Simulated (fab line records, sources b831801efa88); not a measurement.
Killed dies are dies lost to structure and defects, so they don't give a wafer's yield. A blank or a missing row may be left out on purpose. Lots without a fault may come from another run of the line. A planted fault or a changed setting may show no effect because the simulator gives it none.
Chamber matching | flow sky130 | SKY_POLY_GATE_ETCH_17 on rie_si-02: 4 sister chambers
The step etches poly-Si in HBr/Cl2, stops on SiO2, target depth 180 nm, time 70.5 s. 8 wafers are shown with their chamber, then 12 later ones without.

WAFERS WITH THEIR CHAMBER
wafer  | chamber | drypump_motor_current_A (A) | oes_product_au (a.u.)
L081.5 | 2       | 5.4                         | 0.978
L085.2 | 3       | 6.2                         | 0.987
L085.3 | 1       | 5.4                         | 0.981
L086.1 | 3       | 6.1                         | 0.979
L086.2 | 2       | 5.4                         | 0.990
L088.3 | 1       | 5.4                         | 0.979
L088.4 | 0       | 6.0                         | 0.978
L088.6 | 0       | 6.0                         | 0.983

WAFERS WITHOUT THEIR CHAMBER
wafer  | drypump_motor_current_A (A) | oes_product_au (a.u.)
L090.2 | 6.1                         | 0.979
L090.3 | 5.3                         | 0.974
L090.4 | 6.0                         | 0.979
L092.1 | 5.4                         | 0.983
L092.3 | 5.4                         | 0.995
L092.6 | 6.1                         | 0.995
L094.2 | 5.4                         | 0.985
L094.5 | 5.4                         | 1.000
L094.6 | 5.4                         | 0.993
L096.1 | 5.4                         | 1.002
L096.4 | 5.4                         | 0.999
L096.6 | 5.4                         | 1.010

WHICH CHAMBER EACH WENT THROUGH
wafer  | from the rows above     | in truth
L090.2 | can't be placed: 3 or 0 | 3
L090.3 | can't be placed: 1 or 2 | 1
L090.4 | 0                       | 0
L092.1 | can't be placed: 2 or 1 | 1
L092.3 | can't be placed: 2 or 1 | 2
L092.6 | can't be placed: 3 or 0 | 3
L094.2 | can't be placed: 2 or 1 | 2
L094.5 | can't be placed: 2 or 1 | 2
L094.6 | can't be placed: 2 or 1 | 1
L096.1 | can't be placed: 2 or 1 | 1
L096.4 | can't be placed: 2 or 1 | 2
L096.6 | can't be placed: 2 or 1 | 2
Placed correctly: 1 of 12. Can't be placed from these rows: 11 (the true chamber is among the candidates in 11). Placed wrongly: 0.
How it was worked out, from the rows above alone: a wafer's distance from a chamber is the root of the sum, over the readings, of the square of ((its reading less the chamber's mean) divided by the reading's scatter). The wafer belongs to the nearest chamber; if the next one is less than 2 further off, it can't be placed. A chamber's mean is the mean of its shown wafers. The scatter: the root of (the sum of the squares of (reading less its chamber's mean) over the shown wafers, divided by (wafers less chambers)).
